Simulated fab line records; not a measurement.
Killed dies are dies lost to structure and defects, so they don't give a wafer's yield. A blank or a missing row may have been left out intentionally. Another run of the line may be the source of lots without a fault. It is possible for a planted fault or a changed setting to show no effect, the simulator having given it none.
Struck lot and sound lot, side by side	flow sky130	14 out of 708 route steps
Sound: wafers L880.2, L880.5, L880.6. Wafers L883.2, L883.3, L883.5 were the ones struck. The cause comes at the end.
Each step with rows lists, per side, the tool, then ch with its chambers, then its first start. Under that, the readings that differ: sound wafers	struck wafers	difference of the means	sigmas: that difference in standard deviations of wafers without a fault.
alike: readings whose means differ by less than 2 such deviations, and words and numbers that are the same on both sides. not compared: withheld readings, readings that some wafer has no value for, bounds like >300 that may hide the same value, and numbers for which the record gives no deviation and whose values overlap.
The two part at a step that has a row with sigmas, a row that says differs or no value, or rows on one side only. Numbers that don't overlap but have no deviation are shown without sigmas and don't part them. A reading that every wafer of one side lacks parts them only if that side has two wafers or more.

first, 3 steps without rows for these wafers: SKY_METAL2_CLEAN_22 (cleans in IPA, time 180 s); SKY_METAL2_CLEAN_23 (cleans in O3/DIW); SKY_VIA2_HDPCVD_00 (deposits SiO2, target thk 1180 nm, time 196.7 s).
SKY_VIA2_THK_MEAS_01:
  sound: film metro-04 at day 36 20:05; struck: film metro-03 at day 37 10:45
  alike: VIA2_HDPCVD_THK
SKY_VIA2_CMP_02: polishes SiO2.
  sound on cmp-01 ch 0,1,3, day 36 20:14; struck on cmp-01 ch 1,3, day 37 10:51
  alike: motor current A
SKY_VIA2_BOW_MEAS_03:
  sound: film metro-03 at day 36 20:27; struck: film metro-04 at day 37 11:07
  alike: VIA2_BOW
then, 6 steps without rows for these wafers: SKY_VIA2_DEHYDRATE_04 (time 60 s); SKY_VIA2_HMDS_05 (prime time 60 s); SKY_VIA2_COAT_06 (resist thk 60 nm); SKY_VIA2_COAT_07 (resist thk 450 nm); SKY_VIA2_SOFTBAKE_08 (time 90 s); SKY_VIA2_EXPOSE_09 (exposes mask VIM2, target cd 200 nm).
SKY_VIA2_PEB_10:
  struck on litho track-04, day 38 11:00; sound on litho track-02 ch 0, day 37 22:00
reading	sound	struck	difference	sigmas
exhaust pa (Pa)	45.1 44.9 45.3	- - -	no value on the struck wafers	
  not compared: chill plate temp C
then, 1 step without rows for these wafers: SKY_VIA2_DEVELOP_11 (develop time 60 s).

WHERE THEY PART
At SKY_VIA2_PEB_10 and nowhere else, as far as this record goes.

WHY: the cause the simulator had injected
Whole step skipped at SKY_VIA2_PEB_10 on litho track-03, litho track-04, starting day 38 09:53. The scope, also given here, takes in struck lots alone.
